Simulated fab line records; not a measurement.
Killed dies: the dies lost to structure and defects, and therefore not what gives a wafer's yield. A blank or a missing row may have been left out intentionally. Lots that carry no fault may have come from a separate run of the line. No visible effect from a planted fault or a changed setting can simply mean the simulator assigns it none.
Comparing a struck lot with a sound one -- flow sky130 -- 15 out of 708 route steps
Sound: these wafers, L697.1, L697.5, L697.6. The struck wafers were L708.1, L708.3, L708.6. The cause is given at the end.
At each step with rows: each side's tool, then ch and its chambers, then its first start. Under that, the readings that differ: sound wafers -- struck wafers -- difference of the means -- sigmas: that difference in standard deviations of wafers without a fault.
alike: readings with means less than 2 such deviations apart, plus words and numbers identical on both sides. not compared: withheld readings, readings lacking a value on some wafer, bounds such as >300 that could conceal the same value, and numbers that have no deviation in the record and whose values overlap.
Wherever a step has rows on one side only, a row that says differs or no value, or a row with sigmas, the two part there. Numbers that don't overlap but have no deviation are shown without sigmas and don't part them. A reading that every wafer of one side lacks parts them only if that side has two wafers or more.

first, 3 steps without rows for these wafers: SKY_CONTACT_STRIP_20 (strips in post etch residue remover, time 1200 s); SKY_CONTACT_CLEAN_21 (cleans in IPA, time 180 s); SKY_CONTACT_CLEAN_22 (cleans in O3/DIW).
SKY_CONTACT_SPUTTER_23: material TiN, target thk 20 nm, time 80 s.
  sound: pvd sputter-04 at day 33 03:51; struck: pvd sputter-01 at day 36 16:54
  alike: chamber pressure pa, throttle valve pct
SKY_CONTACT_CVD_24: deposits W, target thk 340 nm, time 102.12 s.
  sound on cvd w-01 ch 0,1, day 33 03:55; struck on cvd w-01 ch 0,1, day 36 16:58
  alike: heater power w
SKY_CONTACT_RS_MEAS_25: measures by four-point-probe.
  sound: film metro-04 at day 33 04:01; struck: film metro-04 at day 36 17:04
  alike: CONTACT_W_RS
SKY_CONTACT_THK_MEAS_26: measures by xrf.
  sound: film metro-04 at day 33 04:08; struck: film metro-04 at day 36 17:11
  alike: CONTACT_W_THK
then, 1 step without rows for these wafers: SKY_CONTACT_CMP_27 (polishes, stops on SiO2, t overpolish 15 s, target thk 0 nm).
SKY_METAL1_SPUTTER_00: material Ti, target thk 15 nm, time 10 s.
  sound: pvd sputter-03 at day 33 04:30; struck: pvd sputter-03 at day 36 17:33
  alike: chamber pressure pa, throttle valve pct
then, 1 step without rows for these wafers: SKY_METAL1_SPUTTER_01 (material TiN, target thk 20 nm, time 16.7 s).
SKY_METAL1_SPUTTER_02: material AlCu, target thk 250 nm, time 13.3 s.
  sound: pvd sputter-03 at day 33 04:33; struck: pvd sputter-03 at day 36 17:36
  alike: chamber pressure pa, throttle valve pct
SKY_METAL1_SPUTTER_03: material Ti, target thk 5 nm, time 3.3 s.
  sound: pvd sputter-03 at day 33 04:34; struck: pvd sputter-03 at day 36 17:37
  alike: chamber pressure pa, throttle valve pct
SKY_METAL1_SPUTTER_04: material TiN, target thk 70 nm, time 58.3 s.
  sound: pvd sputter-03 at day 33 04:35; struck: pvd sputter-03 at day 36 17:38
reading,sound,struck,difference,sigmas
chamber pressure pa (Pa),0.4006 0.4005 0.4001,0.4375 0.4373 0.4368,+0.0368,+44
  alike: throttle valve pct
SKY_METAL1_RS_MEAS_05: measures by four-point-probe.
  sound: film metro-03 at day 33 04:38; struck: film metro-01 at day 36 17:41
  alike: METAL1_ALCU_RS
-- the record jumps here: 13 days lie between the struck wafers' starts before and after (it left off in module METAL1 and takes up again in module PAD_OPEN, whose first step shown is number 708 of the route) --
SKY_PAD_OPEN_PROBE_99:
  sound: prober-02 at day 46 22:10; struck: prober-01 at day 49 11:07
  alike: defect limited yield, killed_at_M0_to_M3, killed_at_M4_up, killed at contacts, killed at front end, killed at other, killed dies, killed open, killed short, sort_bin_3_pad_short, sort_bin_5_function, sort_bin_6_memory, sort n pass, sort yield pct

WHERE THEY PART
SKY_METAL1_SPUTTER_04 only, going by this record. Later steps at which nothing parts them and some readings are alike: SKY_METAL1_RS_MEAS_05, SKY_PAD_OPEN_PROBE_99.

WHY: what had been put in by the simulator
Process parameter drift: pvd sputter-03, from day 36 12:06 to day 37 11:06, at SKY_METAL1_SPUTTER_04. Setting chamber pressure pa, moved by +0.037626, from 0.4. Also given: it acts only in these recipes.
